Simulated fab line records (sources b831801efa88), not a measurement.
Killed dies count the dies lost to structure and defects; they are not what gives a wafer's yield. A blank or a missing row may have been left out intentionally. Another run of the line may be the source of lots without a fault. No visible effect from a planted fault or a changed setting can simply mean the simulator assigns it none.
Struck lot and sound lot, side by side ; flow sky130 ; 14 steps out of a route of 708
Sound: wafers L433.1, L433.5, L433.6. Wafers L435.1, L435.2, L435.5 were the ones struck. The cause is given at the end.
Per side, at each step with rows, come the tool, then ch with its chambers, and then its first start. Under that, the readings that differ: sound wafers ; struck wafers ; difference of the means ; sigmas: that difference in standard deviations of wafers without a fault.
alike: a reading whose means differ by less than 2 such deviations, as well as words and numbers matching on both sides. not compared: withheld readings; readings where some wafer has no value; bounds like >300 that might hide an equal value; numbers whose values overlap and for which the record gives no deviation.
The two part at a step that has a row with sigmas, a row that says differs or no value, or rows on one side only. When numbers do not overlap yet have no deviation, they are printed without sigmas and do not part them. A reading missing from all wafers of one side parts the sides only when that side holds two or more wafers.

first, 1 step without rows for these wafers: SKY_POLY_GATE_IMPLANT_02.
SKY_RES_PROTECT_STRIP_07: strips in O2/N2.
  sound on plasma asher-04 ch 0,1, day 20 05:01; struck on plasma asher-04 ch 0,1, day 20 14:35
  alike: drypump motor current A, oes product au, strip time to endpoint s
  not compared: rf hours counter h
SKY_RES_PROTECT_TW_MEAS_08:
  sound on film metro-02, day 20 05:07; struck on film metro-03, day 20 14:41
  alike: POLY_GATE_TW
then, 2 steps without rows for these wafers: SKY_RES_PROTECT_CLEAN_09 (cleans in SC1/SC2, time 150 s); SKY_POLY_GATE_CVD_03 (deposits Si3N4 from DCS/NH3, target thk 75 nm, time 1290 s).
SKY_POLY_GATE_THK_MEAS_04:
  sound on film metro-02, day 20 06:35; struck on film metro-04, day 20 16:09
  alike: POLY_GATE_CVD_03_THK
then, 6 steps without rows for these wafers: SKY_POLY_GATE_DEHYDRATE_05 (time 60 s); SKY_POLY_GATE_HMDS_06 (prime time 60 s); SKY_POLY_GATE_COAT_07 (resist thk 110 nm); SKY_POLY_GATE_COAT_08 (resist thk 450 nm); SKY_POLY_GATE_SOFTBAKE_09 (time 90 s); SKY_POLY_GATE_EXPOSE_10 (exposes mask P1M, target cd 150 nm).
SKY_POLY_GATE_PEB_11:
  struck on litho track-02, day 21 22:00; sound on litho track-04 ch 0, day 21 12:00
reading;sound;struck;difference;sigmas
exhaust pa (Pa);45.5 45.4 45.4;- - -;no value on the struck wafers;
  not compared: chill plate temp C
then, 1 step without rows for these wafers: SKY_POLY_GATE_DEVELOP_12 (develop time 60 s).

WHERE THEY PART
Only at SKY_POLY_GATE_PEB_11, within this record.

WHY: the cause the simulator had injected
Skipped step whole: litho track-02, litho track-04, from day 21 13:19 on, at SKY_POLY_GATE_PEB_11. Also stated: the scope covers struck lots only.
